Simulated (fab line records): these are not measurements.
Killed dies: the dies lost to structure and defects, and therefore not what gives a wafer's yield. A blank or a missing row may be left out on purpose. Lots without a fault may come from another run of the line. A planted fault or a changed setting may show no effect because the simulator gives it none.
fab line records	flow gf180mcu
[record] lots = 12	wafers = 36	last_day = 34
route steps=602 shown M2@377 V3@431 MIM@506
lots with no fault: from the same line, run without faults
start_h: the number of hours between the record's first day and the start of the first shown wafer of the lot	wait_h: hours elapsed since this lot's preceding step	" as in the row above	L1.1+2: a row that stands for several wafers	- no value present, or no start provided	* or withheld: withheld	< > ~ a bound
route shown NAME@n: a module of which the file shows steps, and the number in the route of the first	usual: mean/standard deviation of fault-free wafers	same: alike in all rows	chamber/n: place in a boat	sites: the reading at each site	_std_site: standard deviation of those values	_edge_site: the outer-site mean with the inner-site mean subtracted	radius_mm: for every site, how far away it sits from the centre of the wafer	mask NAME#n: copy n	behind: the last tool/chamber to shape the wafer	hold: cause of the lot's hold/its duration in hours/its outcome	device: the n, p or np transistor that did not switch	end of line: tests of these same wafers at the route's end	where a step has no rows: the recipe by itself	killed: at the first sort, the dies lost to defects and structure; wafer yield is something else	map: a wafer's dies, marking killed ones x, the rest . and places with no die _
set.NAME: the setting as run; set.NAME@STEP: as run at that earlier step	model.NAME: the simulator's own value behind a step, which no gauge read
steps of the route over a sample of lots; a table a step, a row a wafer
services: when a tool's chamber went out of use (start_h, in hours from the record's first day, below 0 if earlier), for how many hours, and the reason
[[steps]]
[step GF_M2_OVL_MEAS_15]
[usual] M2_OVL = 3/5.5
lot.wafer	tool	chamber	start_h	wait_h	M2_OVL[nm]
L346.2	overlay-02	-	433.16	0.1	-4
L346.4	"	-	"	"	-6
L346.5	"	-	"	"	-6
L348.3	overlay-01	-	454.14	0.1	18
L348.4	"	-	"	"	15
L348.5	"	-	"	"	13
L351.3	overlay-02	-	483.04	0.1	3
L351.5	"	-	"	"	3
L351.6	"	-	"	"	6
L353.1	overlay-01	-	502.86	0.1	4
L353.3	"	-	"	"	3
L353.6	"	-	"	"	2
L354.1	overlay-02	-	512.83	0.1	-9
L354.2	"	-	"	"	-3
L354.6	"	-	"	"	-2
L355.3	overlay-01	-	525.38	0.1	6
L355.4	"	-	"	"	-11
L355.5	"	-	"	"	6
L358.3	overlay-02	-	544.12	0.1	7
L358.4	"	-	"	"	8
L358.6	"	-	"	"	5
L359.1	overlay-02	-	552.56	0.1	9
L359.3	"	-	"	"	4
L359.6	"	-	"	"	-3
L360.1	overlay-02	-	554.82	0.1	-1
L360.2	"	-	"	"	-3
L360.4	"	-	"	"	-4
L361.4	overlay-01	-	573.82	0.1	3
L361.5	"	-	"	"	2
L361.6	"	-	"	"	4
L368.2	overlay-02	-	620.42	0.1	8
L368.4	"	-	"	"	4
L368.5	"	-	"	"	6
L369.4	overlay-02	-	622.72	0.1	6
L369.5	"	-	"	"	1
L369.6	"	-	"	"	5
[step GF_V3_CVD_02]
[recipe] material = SiO2	target_thk_nm = 850	precursor = TEOS	temp_c = 400	time_s = 94.851	rf_w = 600
[usual] heater_power_w = 718/120
lot.wafer	tool	chamber	start_h	wait_h	heater_power_w
L346.2	pecvd-02	2	485.48	0.0	699
L346.4	"	0	"	"	628
L346.5	"	1	"	"	934
L348.3	pecvd-04	2	505.69	0.0	754
L348.4	"	0	"	"	559
L348.5	"	1	"	"	567
L351.3	pecvd-01	0	533.57	0.0	811
L351.5	"	1	"	"	751
L351.6	"	0	"	"	887
L353.1	pecvd-01	1	553.07	0.1	766
L353.3	"	1	"	"	610
L353.6	"	1	"	"	679
L354.1	pecvd-02	2	562.10	0.1	652
L354.2	"	1	"	"	806
L354.6	"	0	"	"	525
L355.3	pecvd-04	0	575.11	0.0	652
L355.4	"	1	"	"	682
L355.5	"	2	"	"	837
L358.3	pecvd-02	0	592.31	0.0	628
L358.4	"	0	"	"	659
L358.6	"	2	"	"	811
L359.1	pecvd-04	2	599.98	0.1	708
L359.3	"	1	"	"	547
L359.6	"	0	"	"	572
L360.1	pecvd-04	0	602.20	0.1	577
L360.2	"	2	"	"	841
L360.4	"	0	"	"	639
L361.4	pecvd-02	0	618.79	0.1	669
L361.5	"	2	"	"	831
L361.6	"	1	"	"	792
L368.2	pecvd-01	1	663.91	0.0	735
L368.4	"	2	"	"	643
L368.5	"	1	"	"	728
L369.4	pecvd-01	2	666.33	0.1	612
L369.5	"	1	"	"	719
L369.6	"	0	"	"	873
[step GF_V3_THK_MEAS_03]
[recipe] reads = SiO2_of_V3_CVD_02
[usual] V3_CVD_02_THK = 850/10
lot.wafer	tool	chamber	start_h	wait_h	V3_CVD_02_THK[nm]
L346.2	film_metro-02	-	485.56	0.0	843
L346.4	"	-	"	"	850
L346.5	"	-	"	"	853
L348.3	film_metro-04	-	505.78	0.1	851
L348.4	"	-	"	"	869
L348.5	"	-	"	"	860
L351.3	film_metro-02	-	533.66	0.1	826
L351.5	"	-	"	"	859
L351.6	"	-	"	"	848
L353.1	film_metro-04	-	553.17	0.1	843
L353.3	"	-	"	"	848
L353.6	"	-	"	"	855
L354.1	film_metro-03	-	562.17	0.0	833
L354.2	"	-	"	"	833
L354.6	"	-	"	"	836
L355.3	film_metro-02	-	575.20	0.1	846
L355.4	"	-	"	"	865
L355.5	"	-	"	"	861
L358.3	film_metro-03	-	592.40	0.1	837
L358.4	"	-	"	"	839
L358.6	"	-	"	"	860
L359.1	film_metro-03	-	600.05	0.0	851
L359.3	"	-	"	"	854
L359.6	"	-	"	"	1203
L360.1	film_metro-04	-	602.27	0.0	1204
L360.2	"	-	"	"	853
L360.4	"	-	"	"	1220
L361.4	film_metro-02	-	618.86	0.0	854
L361.5	"	-	"	"	861
L361.6	"	-	"	"	867
L368.2	film_metro-03	-	663.99	0.0	845
L368.4	"	-	"	"	860
L368.5	"	-	"	"	856
L369.4	film_metro-04	-	666.40	0.0	844
L369.5	"	-	"	"	839
L369.6	"	-	"	"	835
[step GF_V3_CMP_04]
[recipe] material = SiO2	down_force_psi = 4	platen_rpm = 60	pad_velocity_m_s = 0.94248
[usual] motor_current_A = 11.9/1.1	slurry_flow_ml_min = 150.0/0.46	time_to_endpoint_s = 78/4.9
lot.wafer	tool	chamber	start_h	wait_h	motor_current_A	slurry_flow_ml_min	time_to_endpoint_s
L346.4	cmp-02	1	485.71	0.1	12.3	150.2	76
L346.2	"	2	"	"	14.0	150.4	78
L346.5	"	0	"	"	12.0	149.6	85
L348.3	cmp-01	1	505.82	0.0	11.9	150.1	81
L348.4	"	0	"	"	11.5	150.3	85
L348.5	"	1	"	"	12.3	149.2	86
L351.3	cmp-01	1	533.70	0.0	12.2	149.9	72
L351.5	"	1	"	"	11.9	150.0	86
L351.6	"	2	"	"	12.1	149.8	80
L353.1	cmp-02	2	553.28	0.1	13.8	150.9	72
L353.3	"	0	"	"	12.3	150.4	73
L353.6	"	1	"	"	11.3	149.7	79
L354.1	cmp-01	1	562.33	0.1	12.1	149.6	74
L354.2	"	2	"	"	11.9	149.9	70
L354.6	"	3	"	"	11.5	150.4	74
L355.4	cmp-01	1	575.53	0.3	11.9	150.2	84
L355.3	"	2	"	"	11.7	149.0	71
L355.5	"	0	"	"	10.7	149.6	78
L358.3	cmp-01	1	592.44	0.0	11.9	150.4	77
L358.4	"	3	"	"	11.0	149.3	75
L358.6	"	2	"	"	11.9	150.5	81
L359.1	cmp-01	0	600.11	0.1	11.4	149.4	74
L359.3	"	3	"	"	10.5	150.4	88
L359.6	"	1	"	"	12.0	150.2	213
L360.4	cmp-02	0	602.33	0.0	12.6	150.5	214
L360.2	"	1	"	"	12.4	150.3	76
L360.1	"	2	"	"	14.2	150.3	205
L361.4	cmp-02	1	618.89	0.0	12.7	150.2	79
L361.6	"	1	"	"	12.4	149.8	82
L361.5	"	2	"	"	13.7	149.9	83
L368.2	cmp-01	2	664.04	0.0	12.6	149.9	80
L368.4	"	3	"	"	11.1	149.2	91
L368.5	"	3	"	"	11.0	149.9	87
L369.4	cmp-02	1	666.43	0.0	12.3	150.2	76
L369.5	"	1	"	"	12.5	150.0	71
L369.6	"	2	"	"	14.8	150.1	74
[step GF_V3_BOW_MEAS_05]
[recipe] mode = bow
[usual] V3_BOW = 113/7.6
lot.wafer	tool	chamber	start_h	wait_h	V3_BOW[um]
L346.2	film_metro-02	-	485.93	0.1	130
L346.4	"	-	"	"	113
L346.5	"	-	"	"	116
L348.3	film_metro-02	-	506.16	0.3	106
L348.4	"	-	"	"	115
L348.5	"	-	"	"	108
L351.3	film_metro-02	-	534.04	0.3	101
L351.5	"	-	"	"	105
L351.6	"	-	"	"	116
L353.1	film_metro-03	-	553.53	0.2	102
L353.3	"	-	"	"	107
L353.6	"	-	"	"	110
L354.1	film_metro-04	-	562.53	0.1	121
L354.2	"	-	"	"	113
L354.6	"	-	"	"	119
L355.3	film_metro-03	-	575.82	0.2	118
L355.4	"	-	"	"	118
L355.5	"	-	"	"	120
L358.3	film_metro-02	-	592.78	0.3	119
L358.4	"	-	"	"	109
L358.6	"	-	"	"	120
L359.1	film_metro-03	-	600.41	0.2	116
L359.3	"	-	"	"	128
L359.6	"	-	"	"	123
L360.1	film_metro-04	-	602.63	0.1	110
L360.2	"	-	"	"	107
L360.4	"	-	"	"	118
L361.4	film_metro-03	-	619.25	0.3	112
L361.5	"	-	"	"	106
L361.6	"	-	"	"	124
L368.2	film_metro-02	-	664.36	0.3	100
L368.4	"	-	"	"	112
L368.5	"	-	"	"	100
L369.4	film_metro-02	-	666.79	0.3	116
L369.5	"	-	"	"	130
L369.6	"	-	"	"	110
[step GF_MIM_SPUTTER_03]
[recipe] material = Ti	target_thk_nm = 10	substrate_temp_c = 300	chamber_pressure_pa = 0.3	power_w = 3000	time_s = 6.7
[usual] cathode_dc_power_W = 3000.0/0.57	throttle_valve_pct = 29.6/1.1
lot.wafer	tool	chamber	start_h	wait_h	cathode_dc_power_W	throttle_valve_pct
L346.2	pvd_sputter-01	-	559.99	0.0	3000.0	31.1
L346.4	"	-	"	"	3000.3	28.2
L346.5	"	-	"	"	2999.0	29.2
L348.3	pvd_sputter-03	-	578.37	0.0	2999.6	29.0
L348.4	"	-	"	"	3000.9	30.2
L348.5	"	-	"	"	2999.7	30.8
L351.3	pvd_sputter-01	-	603.45	0.0	2999.8	28.1
L351.5	"	-	"	"	2999.9	27.9
L351.6	"	-	"	"	3000.1	28.1
L353.1	pvd_sputter-01	-	621.44	0.0	3000.9	28.0
L353.3	"	-	"	"	2999.9	29.7
L353.6	"	-	"	"	3000.5	28.2
L354.1	pvd_sputter-01	-	629.80	0.0	2999.7	28.3
L354.2	"	-	"	"	3000.0	30.9
L354.6	"	-	"	"	3000.0	28.0
L355.3	pvd_sputter-01	-	643.31	0.0	3000.9	31.3
L355.4	"	-	"	"	3000.2	28.3
L355.5	"	-	"	"	3000.0	29.3
L358.3	pvd_sputter-03	-	659.14	0.0	2999.3	29.8
L358.4	"	-	"	"	2998.5	29.9
L358.6	"	-	"	"	2999.9	29.0
L359.1	pvd_sputter-04	-	665.66	0.0	3000.6	29.2
L359.3	"	-	"	"	3000.0	28.8
L359.6	"	-	"	"	2999.4	29.2
L360.1	pvd_sputter-04	-	667.24	0.0	2998.5	29.2
L360.2	"	-	"	"	3001.0	30.0
L360.4	"	-	"	"	3000.1	30.9
L361.4	pvd_sputter-01	-	683.47	0.0	3000.2	28.3
L361.5	"	-	"	"	3000.1	29.4
L361.6	"	-	"	"	2999.2	28.3
L368.2	pvd_sputter-03	-	724.34	0.0	3000.0	29.6
L368.4	"	-	"	"	2999.6	29.7
L368.5	"	-	"	"	2998.9	29.7
L369.4	pvd_sputter-01	-	727.54	0.0	2999.8	31.0
L369.5	"	-	"	"	2998.9	28.2
L369.6	"	-	"	"	3000.3	31.2
[[services]]
tool	chamber	start_h	hours	kind
pecvd-04	0	488.93	7.1	repair
pecvd-01	-	504.22	4.7	repair
pvd_sputter-04	-	518.18	3.9	repair
pvd_sputter-03	-	518.79	9.6	repair
pvd_sputter-04	-	527.09	1.4	repair
pecvd-02	-	533.40	28.1	pm
pvd_sputter-01	-	538.07	8.1	repair
pecvd-01	2	546.16	8.3	repair
cmp-01	-	546.27	0.3	repair
cmp-01	-	550.51	2.6	repair
cmp-02	-	572.00	4.0	pm
cmp-02	-	573.46	1.5	repair
pecvd-01	-	581.53	0.8	repair
pvd_sputter-03	-	608.10	1.5	repair
cmp-02	-	620.52	3.0	pm
cmp-01	-	633.70	5.7	pm
cmp-01	-	668.17	0.6	repair
pecvd-04	-	685.88	2.8	pm
pvd_sputter-03	-	687.17	4.4	repair
pecvd-02	-	690.45	2.8	pm
cmp-01	-	700.74	0.9	repair
cmp-01	-	711.80	10.2	pm
pecvd-04	2	718.91	10.8	repair
cmp-01	-	722.04	2.8	pm
[[key]]
[first_sign] step = GF_V3_THK_MEAS_03	reading = V3_CVD_02_THK	direction = up	sigmas = 34	usual = 850	struck = 1209
[effect] step = GF_V3_CMP_04	reading = time_to_endpoint_s	direction = up	sigmas = 27	usual = *	struck = *
met_at GF_V3_CVD_02
struck_lots L359,L360
struck_wafers L359.6,L360.1,L360.4
not_acting_at GF_M2_OVL_MEAS_15,GF_V3_BOW_MEAS_05,GF_MIM_SPUTTER_03
onset_between 575.11 599.98
[fault] kind = process_parameter_drift	tool = pecvd-04	chamber = 0	onset_h = 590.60	steps = GF_V3_CVD_02	channel = target_thk_nm	offset = 348.06	shape = step	end_h = 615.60	acts_in = these_recipes_only	stated = 850
